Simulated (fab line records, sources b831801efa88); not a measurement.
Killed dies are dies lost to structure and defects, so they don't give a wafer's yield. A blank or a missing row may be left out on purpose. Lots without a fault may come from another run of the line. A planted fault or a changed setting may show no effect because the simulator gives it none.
Which tool did it? | flow sfq_line | 15 lots, 44 wafers sampled, at 4 steps of a route of 325

WHAT THE GAUGES READ, wafer by wafer
SFQ_I3_OVL_MEAS_923. Usual: I3_OVL 0 nm, standard deviation 5.5.
lot  | measured     | on         | I3_OVL (nm) | flag
L185 | day 40 23:38 | overlay-02 | -1 1 -4     |
L186 | day 41 18:24 | overlay-01 | -5 -7 -2    |
L187 | day 42 17:13 | overlay-02 | -5 1 3      |
L188 | day 43 12:24 | overlay-02 | -8 -8 -6    |
L189 | day 43 19:36 | overlay-02 | 4 4 2       |
L191 | day 45 09:03 | overlay-02 | 1 -4 3      |
L192 | day 45 18:53 | overlay-01 | 1 0 2       |
L193 | day 46 05:40 | overlay-02 | -9 -7 -10   |
L194 | day 46 09:17 | overlay-01 | 6 0 -2      |
L195 | day 46 17:40 | overlay-01 | -4 -1 -4    |
L196 | day 47 09:24 | overlay-01 | 0 -5 5      |
L203 | day 49 09:31 | overlay-01 | -9 -1       |
L204 | day 49 23:56 | overlay-01 | 2 9 6       |
L206 | day 50 21:32 | overlay-02 | 3 -3 -6     |
L207 | day 50 22:43 | overlay-01 | 7 -11 -1    |

SFQ_M4_RS_MEAS_924: measures by four-point-probe. Usual: M4_NB_RS 0.892 ohm/sq, standard deviation 0.014.
lot  | measured     | on            | M4_NB_RS (ohm/sq) | flag
L185 | day 41 00:43 | film_metro-03 | 0.875 0.866 0.903 |
L186 | day 41 19:29 | film_metro-03 | 0.895 0.895 0.890 |
L187 | day 42 18:19 | film_metro-04 | 0.876 0.881 0.910 |
L188 | day 43 13:29 | film_metro-03 | 0.895 0.905 0.910 |
L189 | day 43 20:54 | film_metro-02 | 0.885 0.879 0.909 |
L191 | day 45 10:09 | film_metro-04 | 0.895 0.882 0.876 |
L192 | day 45 19:58 | film_metro-02 | 0.901 0.890 0.893 |
L193 | day 46 06:45 | film_metro-02 | 0.914 0.919 0.886 |
L194 | day 46 10:22 | film_metro-02 | 0.881 0.892 0.875 |
L195 | day 46 18:45 | film_metro-03 | 0.894 0.916 0.890 |
L196 | day 47 10:30 | film_metro-02 | 0.930 0.912 0.900 |
L203 | day 49 10:36 | film_metro-04 | 0.884 0.875       |
L204 | day 50 01:02 | film_metro-04 | 0.877 0.883 0.900 |
L206 | day 50 22:37 | film_metro-04 | 0.922 0.893 0.918 |
L207 | day 50 23:48 | film_metro-02 | 0.886 0.890 0.880 |

WHICH TOOL RAN EACH LOT (tool, then ch and the chambers of the sampled wafers, then the start)
lot  | SFQ_TRILAYER_I2_VIA_STRIP_STRIP_071 | SFQ_TRILAYER_I3_VIA_BARC_OPEN_VIA_ETCH_121
L185 | rie_metal-01 ch 0,1, day 29 05:46   | rie_diel-04 ch 1,2,3, day 40 23:40
L186 | rie_metal-01 ch 0,1, day 30 03:22   | rie_diel-03 ch 1,2,3, day 41 18:26
L187 | rie_metal-02 ch 0,1, day 30 19:07   | rie_diel-03 ch 0,2,3, day 42 17:14
L188 | rie_metal-02 ch 0,1, day 31 05:51   | rie_diel-04 ch 0,2,3, day 43 12:26
L189 | rie_metal-01 ch 0,1, day 31 08:15   | rie_diel-01 ch 0,2, day 43 19:38
L191 | rie_metal-02 ch 0,1, day 32 16:39   | rie_diel-04 ch 0,2,3, day 45 09:05
L192 | rie_metal-02 ch 1, day 33 03:27     | rie_diel-04 ch 0,2, day 45 18:55
L193 | rie_metal-03 ch 0,1, day 33 19:03   | rie_diel-01 ch 0,3, day 46 05:43
L194 | rie_metal-03 ch 0,1, day 33 22:39   | rie_diel-04 ch 2,3, day 46 09:19
L195 | rie_metal-02 ch 0,1, day 34 17:58   | rie_diel-03 ch 1,2, day 46 17:43
L196 | rie_metal-03 ch 0,1, day 35 07:10   | rie_diel-03 ch 0,1,3, day 47 09:26
L203 | rie_metal-01 ch 0,1, day 37 07:26   | rie_diel-03 ch 0,2, day 49 09:34
L204 | rie_metal-01 ch 0,1, day 37 16:35   | rie_diel-03 ch 0,2,3, day 49 23:58
L206 | rie_metal-01 ch 1, day 37 23:59     | rie_diel-03 ch 0,3, day 50 21:34
L207 | rie_metal-02 ch 0,1, day 38 00:59   | rie_diel-04 ch 1,2,3, day 50 22:46
- SFQ_TRILAYER_I2_VIA_STRIP_STRIP_071: strips in O2.
- SFQ_TRILAYER_I3_VIA_BARC_OPEN_VIA_ETCH_121: etches BARC in O2, target depth 125 nm, time 41.7 s.

WHAT THE TOOLS THEMSELVES READ (means of the sampled wafers that have a number; where no wafer has one, the mark that the record gives instead)
SFQ_TRILAYER_I2_VIA_STRIP_STRIP_071. Usual: drypump_motor_current_A 5.7 A, standard deviation 0.54; oes_product_au 0.999 a.u., standard deviation 0.0097.
lot  | tool         | drypump_motor_current_A (A) | oes_product_au (a.u.) | flag
L185 | rie_metal-01 | 5.4                         | 1.001                 |
L186 | rie_metal-01 | 5.2                         | 1.000                 |
L187 | rie_metal-02 | 6.2                         | 1.002                 |
L188 | rie_metal-02 | 6.0                         | 0.991                 |
L189 | rie_metal-01 | 5.2                         | 0.999                 |
L191 | rie_metal-02 | 6.1                         | 0.995                 |
L192 | rie_metal-02 | 5.9                         | 0.999                 |
L193 | rie_metal-03 | 5.6                         | 0.996                 |
L194 | rie_metal-03 | 6.0                         | 1.009                 |
L195 | rie_metal-02 | 6.2                         | 0.988                 |
L196 | rie_metal-03 | 5.6                         | 0.995                 |
L203 | rie_metal-01 | 5.3                         | 0.994                 |
L204 | rie_metal-01 | 5.4                         | 1.011                 |
L206 | rie_metal-01 | 5.6                         | 1.005                 |
L207 | rie_metal-02 | 6.0                         | 1.003                 |

SFQ_TRILAYER_I3_VIA_BARC_OPEN_VIA_ETCH_121. Usual: drypump_motor_current_A 5.6 A, standard deviation 0.45; oes_product_au 0.685 a.u., standard deviation 0.0046; run_length_s 70.1 s, standard deviation 0.56.
lot  | tool        | drypump_motor_current_A (A) | oes_product_au (a.u.) | run_length_s (s) | flag
L185 | rie_diel-04 | 5.8                         | 0.688                 | 70.2             |
L186 | rie_diel-03 | 5.5                         | 0.682                 | 69.6             |
L187 | rie_diel-03 | 5.6                         | 0.686                 | 70.6             |
L188 | rie_diel-04 | 5.6                         | 0.685                 | 69.9             |
L189 | rie_diel-01 | 5.2                         | 0.684                 | 69.8             |
L191 | rie_diel-04 | 5.6                         | 0.683                 | 69.9             |
L192 | rie_diel-04 | 5.3                         | 0.692                 | 70.4             |
L193 | rie_diel-01 | 5.5                         | 0.687                 | 70.2             |
L194 | rie_diel-04 | 6.0                         | 0.687                 | 69.9             |
L195 | rie_diel-03 | 5.8                         | 0.682                 | 69.5             |
L196 | rie_diel-03 | 5.7                         | 0.684                 | 70.0             |
L203 | rie_diel-03 | 6.0                         | 0.657                 | 75.0             | OFF
L204 | rie_diel-03 | 5.6                         | 0.647                 | 76.2             | OFF
L206 | rie_diel-03 | 5.4                         | 0.669                 | 73.4             | OFF
L207 | rie_diel-04 | 5.8                         | 0.686                 | 70.3             |

THE ANSWER, worked out from the rows above alone
Rule: a lot is off if the mean of its wafers that have a number lies more than 3 standard deviations from the usual mean. A lot without any number at a reading at which 4 lots or more have one is off too. The other lots that the step has rows for count as sound. The gauges are gone through in route order, then the tools' own readings, and for those a lot's mean is taken as printed above. The first step at which some lot is off is used, and at that step the reading that is off furthest; a lot without a number counts as furthest.
Off: L203, L204, L206, at SFQ_TRILAYER_I3_VIA_BARC_OPEN_VIA_ETCH_121 (run_length_s).
A tool fits if, at that step or a process step before it, it ran every lot that is off, and no sound lot after the first of them. Can't be told from this: 2 tools fit, rie_metal-01 at SFQ_TRILAYER_I2_VIA_STRIP_STRIP_071, rie_diel-03 at SFQ_TRILAYER_I3_VIA_BARC_OPEN_VIA_ETCH_121.

WHAT THE SIMULATOR HAD PUT IN
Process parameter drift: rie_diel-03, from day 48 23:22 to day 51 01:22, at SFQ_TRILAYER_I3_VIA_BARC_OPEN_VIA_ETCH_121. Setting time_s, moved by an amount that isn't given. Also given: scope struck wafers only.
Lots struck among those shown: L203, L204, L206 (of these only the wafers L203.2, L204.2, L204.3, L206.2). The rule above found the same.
